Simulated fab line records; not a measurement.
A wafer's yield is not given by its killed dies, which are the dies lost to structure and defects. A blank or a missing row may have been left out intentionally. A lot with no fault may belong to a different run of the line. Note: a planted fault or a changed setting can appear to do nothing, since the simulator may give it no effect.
fab line records    flow sky130
record lots=6  wafers=18  last_day=50
route steps=708 shown LI_CONTACT@364 PAD_OPEN@708
lots with no fault: from the same line, run without faults
start_h: hours from the record's first day to the start of the lot's first wafer shown    wait_h: time in hours since the lot's previous step    " same as the row above    L1.1+2: several wafers, shown together as one row    - no value present, or no start provided    * or withheld: withheld    < > ~ a bound
route shown NAME@n: names a module that has steps shown in the file, with the first one's number in the route    usual: average and standard deviation across the fault-free wafers    same: alike in all rows    chamber/n: place in a boat    sites: the reading at each site    _std_site: how widely they spread, as a standard deviation    _edge_site: the outer-site mean with the inner-site mean subtracted    radius_mm: for every site, how far away it sits from the centre of the wafer    mask NAME#n: copy n    behind: the most recent tool/chamber to have shaped the wafer    hold: the reason the lot was held/the length of the hold in hours/how it ended    device: the n, p or np transistor that did not switch    end of line: tests run on the same wafers once the route is complete    a step with no rows: only its recipe    killed: not the wafer's yield, but the dies lost to structure and defects at the first sort    map: per-die view of a wafer (x killed, . not killed, _ where there is no die)
set.NAME: the setting that was run; set.NAME@STEP: the one run at that earlier step    model.NAME: the simulator's own value behind a step, which no gauge read
lots at selected steps of the route; one table per step, one row per wafer
services: a tool's chamber out of use, with start hour (start_h, from the record's first day; less than 0 if before it), hours out, and reason
## steps
# step SKY_LI_CONTACT_CMP_02
# recipe material=PSG  down_force_psi=4  platen_rpm=60  pad_velocity_m_s=0.94248
# usual motor_current_A=12.7/1.1  time_to_endpoint_s=30.2/2.4
lot.wafer  tool    chamber  start_h  wait_h  motor_current_A  time_to_endpoint_s
L178.1     cmp-01  3        654.67   0.1     11.4             29.0
L178.5     "       1        "        "       12.5             28.0
L178.6     "       2        "        "       12.1             30.8
L186.4     cmp-02  1        709.78   0.0     11.2             29.3
L186.2     "       2        "        "       12.2             27.1
L186.1     "       3        "        "       13.6             29.4
L185.2     cmp-02  0        711.78   0.1     13.4             32.8
L185.3     "       1        "        "       11.6             29.8
L185.6     "       2        "        "       11.7             30.4
L191.2     cmp-01  0        758.08   0.0     14.7             31.0
L191.4     "       2        "        "       12.7             29.9
L191.5     "       0        "        "       15.3             32.1
L200.2     cmp-01  0        815.92   0.1     14.5             29.6
L200.1     "       2        "        "       12.7             35.6
L200.6     "       3        "        "       11.3             29.2
L201.2     cmp-02  2        836.17   0.1     11.4             25.6
L201.4     "       3        "        "       12.8             25.3
L201.6     "       2        "        "       11.9             26.9
# step SKY_LI_CONTACT_BOW_MEAS_03
# recipe mode=bow
# usual LI_CONTACT_BOW=55/6.7
lot.wafer  tool           chamber  start_h  wait_h  LI_CONTACT_BOW[um]
L178.1     film_metro-04  -        654.87   0.1     47
L178.5     "              -        "        "       44
L178.6     "              -        "        "       40
L186.1     film_metro-04  -        710.08   0.1     59
L186.2     "              -        "        "       50
L186.4     "              -        "        "       46
L185.2     film_metro-04  -        712.00   0.2     57
L185.3     "              -        "        "       68
L185.6     "              -        "        "       49
L191.2     film_metro-03  -        758.40   0.3     44
L191.4     "              -        "        "       42
L191.5     "              -        "        "       59
L200.1     film_metro-02  -        816.17   0.1     54
L200.2     "              -        "        "       57
L200.6     "              -        "        "       57
L201.2     film_metro-03  -        836.44   0.2     57
L201.4     "              -        "        "       48
L201.6     "              -        "        "       54
# step SKY_LI_CONTACT_DEHYDRATE_04
# recipe temp_c=200  time_s=60
# step SKY_LI_CONTACT_HMDS_05
# recipe prime_time_s=60  prime_temp_c=120
# step SKY_LI_CONTACT_COAT_06
# recipe resist=BARC  temp_c=withheld  time_s=withheld  spin_rpm=3000  resist_thk_nm=60
# step SKY_LI_CONTACT_COAT_07
# recipe resist=KrF-thick  spin_rpm=3000  resist_thk_nm=450
# step SKY_LI_CONTACT_SOFTBAKE_08
# recipe temp_c=100  time_s=90  resist=KrF-thick
# step SKY_LI_CONTACT_EXPOSE_09
# recipe mask_id=LICM1  na=0.8  source_shape=annular  sigma_inner=0.55  sigma_outer=0.85  target_cd_nm=170  dose_mj=38
# step SKY_LI_CONTACT_PEB_10
# recipe peb_temp_c=withheld  peb_time_s=withheld  resist=KrF-thick
# step SKY_LI_CONTACT_DEVELOP_11
# recipe develop_time_s=60  resist=KrF-thick  dev_temp_c=21
# step SKY_LI_CONTACT_CD_MEAS_12
# recipe target_cd_nm=170
# usual cd_nm=170.0/1.2
lot.wafer  tool       chamber  start_h  wait_h  cd_nm
L178.1     cd_sem-01  -        683.47   -       170.2
L178.5     "          -        "        "       170.5
L178.6     "          -        "        "       170.2
L186.1     cd_sem-01  -        738.47   -       171.5
L186.2     "          -        "        "       171.5
L186.4     "          -        "        "       172.4
L185.2     cd_sem-01  -        739.94   -       168.9
L185.3     "          -        "        "       168.8
L185.6     "          -        "        "       167.9
L191.2     cd_sem-01  -        785.65   -       168.2
L191.4     "          -        "        "       170.0
L191.5     "          -        "        "       170.5
L200.1     cd_sem-02  -        842.58   -       168.4
L200.2     "          -        "        "       169.4
L200.6     "          -        "        "       169.2
L201.2     cd_sem-01  -        862.89   -       172.7
L201.4     "          -        "        "       170.9
L201.6     "          -        "        "       170.7
# step SKY_LI_CONTACT_OVL_MEAS_13
# usual LI_CONTACT_OVL=2/4.4
lot.wafer  tool        chamber  start_h  wait_h  LI_CONTACT_OVL[nm]
L178.1     overlay-02  -        683.59   0.1     3
L178.5     "           -        "        "       2
L178.6     "           -        "        "       8
L186.1     overlay-01  -        738.59   0.1     5
L186.2     "           -        "        "       -2
L186.4     "           -        "        "       -1
L185.2     overlay-02  -        740.04   0.1     5
L185.3     "           -        "        "       5
L185.6     "           -        "        "       6
L191.2     overlay-01  -        785.76   0.1     4
L191.4     "           -        "        "       -6
L191.5     "           -        "        "       7
L200.1     overlay-02  -        842.70   0.1     3
L200.2     "           -        "        "       1
L200.6     "           -        "        "       -1
L201.2     overlay-01  -        862.99   0.1     0
L201.4     "           -        "        "       1
L201.6     "           -        "        "       2
# step SKY_LI_CONTACT_ETCH_14
# recipe chemistry=N2/H2  target=BARC  ion_energy_ev=200  source_w=500  bias_w=100  pressure_mtorr=30  n2_flow_sccm=100  h2_flow_sccm=200  stop_on=SiO2  time_s=44.67  target_depth_a=600
# usual bias_w=100.04/0.26  chamber_pressure_mTorr=30.002/0.027  drypump_motor_current_A=6.0/0.53  oes_product_au=0.869/0.0049  throttle_valve_pct=13.227/0.0095
lot.wafer  tool         chamber  start_h  wait_h  bias_w  chamber_pressure_mTorr  drypump_motor_current_A  oes_product_au  rf_hours_counter_h  throttle_valve_pct  model.KrF-thick_of_LI_CONTACT_COAT_07.thk_nm
L178.1     rie_diel-03  0        683.62   0.0     99.69   29.977                  6.5                      0.870           8                   13.233              394.8
L178.5     "            2        "        "       100.32  29.987                  5.5                      0.871           -                   13.219              394.4
L178.6     "            3        "        "       100.16  29.984                  6.6                      0.871           -                   13.236              395.4
L186.1     rie_diel-04  1        738.62   0.0     -       -                       -                        -               -                   -                   437
L186.2     "            3        "        "       -       -                       -                        -               -                   -                   435.4
L186.4     "            0        "        "       -       -                       -                        -               -                   -                   436.6
L185.2     rie_diel-04  3        740.07   0.0     -       -                       -                        -               -                   -                   435.5
L185.3     "            1        "        "       -       -                       -                        -               -                   -                   433.1
L185.6     "            3        "        "       -       -                       -                        -               -                   -                   433
L191.2     rie_diel-04  0        785.79   0.0     100.30  29.976                  5.0                      0.871           6                   13.224              394.9
L191.4     "            2        "        "       100.00  30.012                  6.4                      0.863           10                  13.232              395.6
L191.5     "            2        "        "       99.93   30.045                  6.4                      0.876           -                   13.240              395.8
L200.1     rie_diel-03  1        842.74   0.0     99.94   30.000                  5.6                      0.863           3                   13.225              393.8
L200.2     "            2        "        "       100.15  30.024                  5.5                      0.866           18                  13.227              394.9
L200.6     "            0        "        "       99.79   30.011                  6.5                      0.868           -                   13.218              397.8
L201.2     rie_diel-03  2        863.02   0.0     99.95   30.035                  5.5                      0.860           18                  13.231              392.4
L201.4     "            3        "        "       100.35  30.022                  6.6                      0.870           3                   13.242              392.5
L201.6     "            3        "        "       99.78   30.018                  6.7                      0.861           -                   13.236              393.7
# step SKY_LI_CONTACT_ETCH_15
# recipe target=PSG  chemistry=C4F8/O2/Ar  stop_on=Si  taper_deg=4.15  mask_material=KrF-thick  source_w=1500  bias_w=1200  pressure_mtorr=40  c4f8_flow_sccm=withheld  O2_flow_sccm=6  Ar_flow_sccm=300  time_s=withheld  target_depth_a=6000
# usual bias_w=1200/3.8  chamber_pressure_mTorr=40.00/0.037  oes_product_au=0.836/0.0043
lot.wafer  tool         chamber  start_h  wait_h  bias_w  chamber_pressure_mTorr  oes_product_au  model.KrF-thick_of_LI_CONTACT_COAT_07.thk_nm
L178.1     rie_diel-03  0        683.66   0.0     1201    39.96                   0.844           235.7
L178.5     "            2        "        "       1204    40.00                   0.831           231.2
L178.6     "            3        "        "       1196    39.94                   0.836           232.3
L186.1     rie_diel-04  1        738.66   0.0     1191    40.01                   0.379           278.2
L186.2     "            3        "        "       1199    39.96                   0.384           279.1
L186.4     "            0        "        "       1206    40.05                   0.376           275.4
L185.2     rie_diel-04  3        740.11   0.0     1204    39.97                   0.373           279.4
L185.3     "            1        "        "       1204    40.00                   0.373           274.1
L185.6     "            3        "        "       1205    40.00                   0.376           277.3
L191.2     rie_diel-04  0        785.83   0.0     1200    39.97                   0.831           232.1
L191.4     "            2        "        "       1199    40.07                   0.840           238
L191.5     "            2        "        "       1200    40.00                   0.844           236.5
L200.1     rie_diel-03  1        842.78   0.0     1196    40.01                   0.829           230.4
L200.2     "            2        "        "       1198    40.06                   0.835           234.4
L200.6     "            0        "        "       1198    39.98                   0.838           241.2
L201.2     rie_diel-03  2        863.07   0.0     1200    40.00                   0.827           231
L201.4     "            3        "        "       1195    39.98                   0.832           231.6
L201.6     "            3        "        "       1198    40.03                   0.838           232
# step SKY_LI_CONTACT_STRIP_16
# recipe chemistry=O2/N2  power_w=1400  pressure_mtorr=1500  platen_temp_c=withheld  o2_flow_sccm=3000  n2_flow_sccm=300  overash_fraction=0.5
# usual drypump_motor_current_A=5.7/0.48  oes_product_au=0.376/0.0052  strip_time_to_endpoint_s=3.52/0.033
lot.wafer  tool             chamber  start_h  wait_h  drypump_motor_current_A  oes_product_au  rf_hours_counter_h  strip_time_to_endpoint_s
L178.1     plasma_asher-03  0        683.75   -       5.2                      0.379           23                  3.53
L178.5     "                0        "        "       5.2                      0.378           -                   3.49
L178.6     "                1        "        "       5.7                      0.375           -                   3.50
L186.1     plasma_asher-03  1        738.75   -       5.7                      0.393           29                  4.00
L186.2     "                0        "        "       5.2                      0.399           29                  3.99
L186.4     "                1        "        "       5.7                      0.405           -                   3.95
L185.2     plasma_asher-03  0        740.20   -       5.2                      0.396           29                  4.00
L185.3     "                1        "        "       5.7                      0.395           -                   3.95
L185.6     "                0        "        "       5.2                      0.398           -                   3.99
L191.2     plasma_asher-02  1        785.91   -       6.5                      0.374           4                   3.50
L191.4     "                0        "        "       6.3                      0.379           -                   3.57
L191.5     "                1        "        "       6.5                      0.383           -                   3.56
L200.1     plasma_asher-03  1        842.86   -       5.7                      0.369           39                  3.48
L200.2     "                0        "        "       5.2                      0.375           39                  3.53
L200.6     "                0        "        "       5.2                      0.378           -                   3.60
L201.2     plasma_asher-02  1        863.15   -       6.5                      0.388           13                  3.49
L201.4     "                1        "        "       6.5                      0.370           -                   3.49
L201.6     "                1        "        "       6.5                      0.377           -                   3.50
# step SKY_LI_CONTACT_CLEAN_17
# recipe chemistry=NMP  time_s=600  temp_c=60  dry=n2_spin
# step SKY_PAD_OPEN_PROBE_99
# usual killed_at_M0_to_M3=43/6.3  killed_at_M4_up=3.3/1.7  killed_at_contacts=24/5.4  killed_at_front_end=16/4.6  killed_at_other=0.4/0.7  killed_dies=87/9.4  killed_on_rim=17/3.9  killed_open=47/6.9  killed_short=39/6.1
# same gross_dies=492  killed_at_back_side=0
lot.wafer  tool       chamber  start_h  wait_h  killed_at_M0_to_M3  killed_at_M4_up  killed_at_contacts  killed_at_front_end  killed_at_other  killed_dies  killed_on_rim  killed_open  killed_short
L186.1     prober-02  -        1123.95  0.1     49                  5                423                 15                   0                492          96             43           45
L186.2     prober-02  -        1124.00  0.1     41                  6                427                 18                   0                492          96             45           38
L186.4     prober-02  -        1124.10  0.2     36                  3                432                 20                   1                492          96             54           29
L185.2     prober-01  -        1124.49  0.1     35                  7                428                 22                   0                492          96             41           38
L185.3     prober-01  -        1124.54  0.2     53                  1                427                 11                   0                492          96             47           49
L185.6     prober-01  -        1124.69  0.2     49                  3                418                 22                   0                492          96             50           51
# killed by level:class
L186.1 LI_CONTACT:area_etch=403 VIA1:geometric_particle:open=12 METAL1:geometric_particle:short=8 CONTACT:geometric_particle:open=7 VIA3:geometric_particle:open=7 VIA1:geometric_particle:short=6 LI_CONTACT:geometric_particle:open=5 METAL2:geometric_particle:short=5
L186.2 LI_CONTACT:area_etch=407 CONTACT:geometric_particle:open=9 VIA2:geometric_particle:open=9 VIA1:geometric_particle:short=7 VIA1:geometric_particle:open=7 FIELD_ISO:geometric_particle:open=6 METAL1:geometric_particle:short=6 FIELD_ISO:geometric_particle:short=5
L186.4 LI_CONTACT:area_etch=409 LI_CONTACT:geometric_particle:open=10 VIA3:geometric_particle:open=9 VIA2:geometric_particle:open=8 CONTACT:geometric_particle:open=7 FIELD_ISO:geometric_particle:open=6 VIA1:geometric_particle:open=6 FIELD_ISO:geometric_particle:short=5
L185.2 LI_CONTACT:area_etch=413 VIA1:geometric_particle:open=10 LI_CONTACT:geometric_particle:open=5 METAL1:geometric_particle:short=5 FIELD_ISO:geometric_particle:open=4 FIELD_ISO:geometric_particle:short=4 POLY_GATE:geometric_particle:short=4 VIA2:geometric_particle:open=4
L185.3 LI_CONTACT:area_etch=395 VIA2:geometric_particle:open=13 CONTACT:geometric_particle:open=10 METAL2:geometric_particle:short=10 VIA1:geometric_particle:open=8 LI_CONTACT:geometric_particle:open=7 CONTACT:geometric_particle:short=7 VIA1:geometric_particle:short=6
L185.6 LI_CONTACT:area_etch=390 VIA1:geometric_particle:open=12 CONTACT:geometric_particle:open=9 LI_CONTACT:geometric_particle:open=7 CONTACT:geometric_particle:short=7 FIELD_ISO:geometric_particle:open=6 METAL1:geometric_particle:short=6 METAL2:geometric_particle:short=6
# map L185.2 (x killed, . not)
__________xxxxxxxxxx_________
________xxxxxxxxxxxxxx_______
______xxxxxxxxxxxxxxxxxx_____
_____xxxxxxxxxxxxxxxxxxxx____
____xxxxxxxxxxxxxxxxxxxxxx___
___xxxxxxxxxxxxxxxxxxxxxxxx__
__xxxxxxxxxxxxxxxxxxxxxxxxxx_
_xxxxxxxxxxxxxxxxxxxxxxxxxxxx
_xxxxxxxxxxxxxxxxxxxxxxxxxxxx
_xxxxxxxxxxxxxxxxxxxxxxxxxxxx
_xxxxxxxxxxxxxxxxxxxxxxxxxxxx
_xxxxxxxxxxxxxxxxxxxxxxxxxxxx
_xxxxxxxxxxxxxxxxxxxxxxxxxxxx
_xxxxxxxxxxxxxxxxxxxxxxxxxxxx
_xxxxxxxxxxxxxxxxxxxxxxxxxxxx
__xxxxxxxxxxxxxxxxxxxxxxxxxx_
___xxxxxxxxxxxxxxxxxxxxxxxx__
____xxxxxxxxxxxxxxxxxxxxxx___
_____xxxxxxxxxxxxxxxxxxxx____
______xxxxxxxxxxxxxxxxxx_____
________xxxxxxxxxxxxxx_______
__________xxxxxxxxxx_________
# map L186.1 (x killed, . not)
__________xxxxxxxxxx_________
________xxxxxxxxxxxxxx_______
______xxxxxxxxxxxxxxxxxx_____
_____xxxxxxxxxxxxxxxxxxxx____
____xxxxxxxxxxxxxxxxxxxxxx___
___xxxxxxxxxxxxxxxxxxxxxxxx__
__xxxxxxxxxxxxxxxxxxxxxxxxxx_
_xxxxxxxxxxxxxxxxxxxxxxxxxxxx
_xxxxxxxxxxxxxxxxxxxxxxxxxxxx
_xxxxxxxxxxxxxxxxxxxxxxxxxxxx
_xxxxxxxxxxxxxxxxxxxxxxxxxxxx
_xxxxxxxxxxxxxxxxxxxxxxxxxxxx
_xxxxxxxxxxxxxxxxxxxxxxxxxxxx
_xxxxxxxxxxxxxxxxxxxxxxxxxxxx
_xxxxxxxxxxxxxxxxxxxxxxxxxxxx
__xxxxxxxxxxxxxxxxxxxxxxxxxx_
___xxxxxxxxxxxxxxxxxxxxxxxx__
____xxxxxxxxxxxxxxxxxxxxxx___
_____xxxxxxxxxxxxxxxxxxxx____
______xxxxxxxxxxxxxxxxxx_____
________xxxxxxxxxxxxxx_______
__________xxxxxxxxxx_________
## services
tool             chamber  start_h  hours  kind
rie_diel-03      3        635.88   10.3   repair
cmp-01           -        645.46   2.4    repair
cmp-01           -        646.56   0.9    repair
cmp-02           -        654.01   1.0    repair
cmp-01           -        656.32   12.0   pm
cmp-01           -        678.89   1.0    repair
cmp-01           -        680.39   0.8    repair
cmp-02           -        685.71   0.4    repair
cmp-01           -        700.86   4.8    pm
rie_diel-03      0        704.40   7.7    repair
cmp-01           -        712.46   4.2    repair
cmp-02           -        725.05   5.5    repair
cmp-02           -        744.00   4.0    pm
plasma_asher-03  -        744.24   3.9    repair
cmp-01           -        747.36   2.3    repair
plasma_asher-03  -        749.64   1.1    repair
cmp-02           -        767.86   0.8    repair
plasma_asher-03  -        767.87   2.1    repair
rie_diel-04      -        770.11   0.6    repair
rie_diel-03      1        777.33   9.7    repair
plasma_asher-03  -        786.20   2.8    pm
plasma_asher-03  -        814.89   5.7    repair
rie_diel-04      1        842.55   1.2    repair
rie_diel-04      1        855.57   3.2    repair
## key
first_sign step=SKY_LI_CONTACT_ETCH_14  reading=tool_record  direction=missing
effect step=SKY_LI_CONTACT_ETCH_15  reading=oes_product_au  direction=down  sigmas=99+  usual=0.836  struck=0.377
effect step=SKY_LI_CONTACT_STRIP_16  reading=strip_time_to_endpoint_s  direction=up  sigmas=14  usual=*  struck=*
effect step=SKY_PAD_OPEN_PROBE_99  reading=killed_at_contacts  direction=up  sigmas=74  usual=24  struck=426
model_effect step=SKY_LI_CONTACT_ETCH_14  value=KrF-thick_of_LI_CONTACT_COAT_07.thk_nm  without=393.8  struck=435.1
model_effect step=SKY_LI_CONTACT_ETCH_15  value=KrF-thick_of_LI_CONTACT_COAT_07.thk_nm  without=236  struck=277.3
more_kills_born_at SKY_LI_CONTACT_ETCH_14@rie_diel-04=2417
met_at SKY_LI_CONTACT_ETCH_14
struck_wafers L185.2,L185.3,L185.6,L186.1,L186.2,L186.4
later_rows_left_out L185.2,L185.3,L185.6,L186.1,L186.2,L186.4
tester_left_out L185,L186
fault kind=skipped_step_whole  tool=rie_diel-04  chamber=-  onset_h=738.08  steps=SKY_LI_CONTACT_ETCH_14  scope=struck_lots_only
# tester_left_out: of these lots the tester's yield and bins aren't shown, on N5 and GAA mostly nor the transistor test; their killed dies are dies lost to structure and defects alone, not to doping, threshold or leakage, so they don't give the yield
# later_rows_left_out: the simulator's readings of these wafers behind a module that went badly wrong aren't trusted and aren't shown, but for the sort
